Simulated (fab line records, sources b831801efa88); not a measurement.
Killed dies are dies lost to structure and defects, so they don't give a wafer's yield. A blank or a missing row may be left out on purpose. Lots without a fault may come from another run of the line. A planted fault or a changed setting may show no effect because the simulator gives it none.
Split-lot experiment | flow gf180mcu | 5 lots, 23 wafers read, on a route of 602 steps

THE SPLIT
At GF_POLY_GATE_CVD_00 (deposits poly-Si, target thk 200 nm, time 1200 s), the setting pressure_mtorr was moved away from the recipe's 200 mTorr on 20 of the 23 wafers read, by -14.9% to +12.5%. The other wafers ran this setting at the recipe's value.

The file shows no step between the split and the reading.

THE READING
POLY_GATE_CVD_00_THK, in nm, at GF_POLY_GATE_THK_MEAS_01. Fault-free wafers of this fab line usually give 199.1 nm, standard deviation 1.9 nm.

wafer  | tool, chamber at the split | pressure_mtorr as run, mTorr | against the recipe | POLY_GATE_CVD_00_THK, nm | against lot-mates on the recipe
L077.1 | -, -                       | 170.2                        | -14.9%             | 183.1                    | no lot-mate on the recipe
L077.2 | -, -                       | 170.2                        | -14.9%             | 183.2                    | no lot-mate on the recipe
L077.4 | -, -                       | 170.2                        | -14.9%             | 183.8                    | no lot-mate on the recipe
L077.5 | -, -                       | 170.2                        | -14.9%             | 183.4                    | no lot-mate on the recipe
L077.6 | -, -                       | 170.2                        | -14.9%             | 184.2                    | no lot-mate on the recipe
L079.1 | -, -                       | 224.9                        | +12.5%             | 214.4                    | no lot-mate on the recipe
L079.2 | -, -                       | 224.9                        | +12.5%             | 213.7                    | no lot-mate on the recipe
L079.3 | -, -                       | 224.9                        | +12.5%             | 211.9                    | no lot-mate on the recipe
L079.4 | -, -                       | 224.9                        | +12.5%             | 213.7                    | no lot-mate on the recipe
L079.5 | -, -                       | 224.9                        | +12.5%             | 213.7                    | no lot-mate on the recipe
L080.2 | -, -                       | 215.8                        | +7.9%              | 205.0                    | no lot-mate on the recipe
L080.3 | -, -                       | 215.8                        | +7.9%              | 204.7                    | no lot-mate on the recipe
L080.4 | -, -                       | 215.8                        | +7.9%              | 205.4                    | no lot-mate on the recipe
L080.5 | -, -                       | 215.8                        | +7.9%              | 206.6                    | no lot-mate on the recipe
L080.6 | -, -                       | 215.8                        | +7.9%              | 206.1                    | no lot-mate on the recipe
L081.1 | -, -                       | 222.9                        | +11.5%             | 206.4                    | no lot-mate on the recipe
L081.2 | -, -                       | 222.9                        | +11.5%             | 207.6                    | no lot-mate on the recipe
L081.3 | -, -                       | 222.9                        | +11.5%             | 207.2                    | no lot-mate on the recipe
L081.4 | -, -                       | 222.9                        | +11.5%             | 207.0                    | no lot-mate on the recipe
L081.5 | -, -                       | 222.9                        | +11.5%             | 205.5                    | no lot-mate on the recipe
L082.2 | lpcvd-02, 0                | 200                          | recipe             | 200.8                    | -
L082.5 | lpcvd-02, 0                | 200                          | recipe             | 201.8                    | -
L082.6 | lpcvd-02, 0                | 200                          | recipe             | 199.9                    | -

THE FIT
A straight line over all 23 wafers: POLY_GATE_CVD_00_THK changes by +0.98 nm for each +1% of pressure_mtorr; r = +0.98; the points scatter about the line by 2.3 nm.
Too few moved wafers have a lot-mate on the recipe to fit a line with each lot's own level taken away.

THE WHOLE CHAIN: every reading that the file lists as answering this split, in the file's order
step                     | what it does                                                                 | reading                                                                             | change (the file's fit)               | r (the file's)
GF_POLY_GATE_CVD_00      | deposits poly-Si, target thk 200 nm, time 1200 s                             | poly-Si_of_POLY_GATE_CVD_00.thk_nm (the simulator's own value, which no gauge read) | +0.982 nm for each +1% of the setting | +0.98
GF_POLY_GATE_THK_MEAS_01 |                                                                              | POLY_GATE_CVD_00_THK                                                                | +0.98 for each +1% of the setting     | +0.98
GF_POLY_GATE_ETCH_13     | etches poly-Si in HBr/Cl2, stops on SiO2, target depth 198.5 nm, time 69.6 s | SiO2_of_STI_CVD_23.thk_nm (the simulator's own value, which no gauge read)          | +0.769 nm for each +1% of the setting | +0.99

THE FILE'S OWN FIT
POLY_GATE_CVD_00_THK changes by +0.98 nm for each +1% of pressure_mtorr, r = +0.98.
